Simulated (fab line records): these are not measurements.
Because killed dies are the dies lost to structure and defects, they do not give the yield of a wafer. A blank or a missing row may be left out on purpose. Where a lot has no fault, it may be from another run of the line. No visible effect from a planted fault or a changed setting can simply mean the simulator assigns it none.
8D (eight disciplines) problem report, filled in by code -- flow gf180mcu -- the parts of the form that need people (team, actions taken, sign-off) are left out

1. PROBLEM STATEMENT
Mean of beamEnergyKeV at GF_NWELL_IMPLANT_08: 471.65 across 6 wafers in 2 lots; on wafers with no fault it is 449.97 (standard deviation 0.14). So: +99 or more standard deviations from the usual mean.
Earliest sighting: wafer L235.1 on implanter-02 at day 6 00:04. The record holds 42 wafers of 14 lots with a number at this step. Rule for "out", or "out of limits": more than 4 standard deviations from the usual mean. All remaining wafers that have a number are taken as sound.

2. WHAT THIS IS AND IS NOT
question,is,is not
which readings at this step,beamEnergyKeV,-
which lots,"L235, L236","L223, L225, L226, L227, L228, L229, L230, L231, L232, L244, L245, L246"
which wafers of those lots,all that have a number,-
read on which tools,implanter-02,implanter-04
when,from day 6 00:04,"up to then (27 sound wafers); but 9 sound wafers of L244, L245, L246 came after"

3. SUSPECTS, AND WHAT RULES EACH OUT
Counting: any tool at a process step up to the reading is kept as a suspect provided that every lot that is out went through it and no sound lot did after the first of them.
- implanter-02 at GF_NWELL_IMPLANT_08: kept. It ran every lot that is out, first L235 (day 6 00:04), and no sound lot after that; its last sound lot up to then is L232 (day 5 08:55). Out on those wafers are its own readings of beamEnergyKeV.
Remaining after the count: implanter-02 at GF_NWELL_IMPLANT_08.

4. THE CAUSE (what the simulator had put in)
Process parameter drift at GF_NWELL_IMPLANT_08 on implanter-02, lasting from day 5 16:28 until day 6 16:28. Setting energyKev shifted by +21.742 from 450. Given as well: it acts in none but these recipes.
After counting, this tool was the only one left.

5. SEQUENCE OF EFFECTS, ordered by route
One row per reading whose mean, taken over the struck wafers that have a number, lies over 3 standard deviations from the usual. Only readings whose record carries a usual standard deviation are examined. hours: median over the lots of the time between each lot's start at the first step of this table that gives one and its start at this step. sigmas: the change, counted in usual standard deviations.
hours,step,reading,usual,on struck wafers,change,sigmas
0,GF_NWELL_IMPLANT_08,beamEnergyKeV,449.97,471.65,+21.68,+99 or more
Here are the process steps it includes:
- GF_NWELL_IMPLANT_08
At these later measuring or inspecting steps, every struck wafer for which the step has a row has a number for every such reading, and none has moved that far: GF_VT_IMPLANT_RS_MEAS_47, GF_CONTACT_OVL_MEAS_15.

6. HOW IT WOULD HAVE BEEN CAUGHT EARLIER
In this record the first reading out of limits was taken at day 6 00:04, 8 hours after the fault began at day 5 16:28.
